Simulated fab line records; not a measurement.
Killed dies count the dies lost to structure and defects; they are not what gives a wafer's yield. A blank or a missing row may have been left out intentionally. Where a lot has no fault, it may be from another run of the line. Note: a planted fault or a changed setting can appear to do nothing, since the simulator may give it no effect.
Which of the tools did it? -- flow sky130 -- 7 lots, 21 wafers sampled, at 1 step of a route of 708

== WHAT THE GAUGES READ, wafer by wafer ==
SKY_VIA3_THK_MEAS_01.
lot,measured,on,VIA3_HDPCVD_THK (nm)
L396,day 39 00:59,filmMetro-01,1662 1646 1647
L400,day 40 16:26,filmMetro-03,1638 1641 1594
L404,day 41 10:47,filmMetro-03,1650 1613 1643
L405,day 41 18:20,filmMetro-02,1682 1661 1637
L407,day 43 02:09,filmMetro-02,1643 1629 1625
L412,day 43 22:39,filmMetro-01,1623 1629 1623
L417,day 45 08:06,filmMetro-02,1643 1627 1645

== WHICH TOOL RAN EACH LOT (tool, then ch and the chambers of the sampled wafers, then the start) ==
The record shows no process step preceding these readings.

== THE ANSWER, worked out from the rows above alone ==
Rule: what is usual is taken from the lots themselves. Put in order of their means at a reading, lots are off if they are a third of the lots or fewer, leave a main group of 4 or more, and stand apart from it by a gap of 3 or more times the standard deviation of the main group's means; of several such gaps the widest counts. If all means in a main group match to the digits the tables above print for the reading, that group is not used. Also off: a lot with no number at a reading for which 4 or more lots have one. Where the step has rows for the other lots, those lots are counted as sound.
No lot is off on any of the readings shown, so nothing can be concluded from this.

== WHAT THE SIMULATOR HAD PUT IN ==
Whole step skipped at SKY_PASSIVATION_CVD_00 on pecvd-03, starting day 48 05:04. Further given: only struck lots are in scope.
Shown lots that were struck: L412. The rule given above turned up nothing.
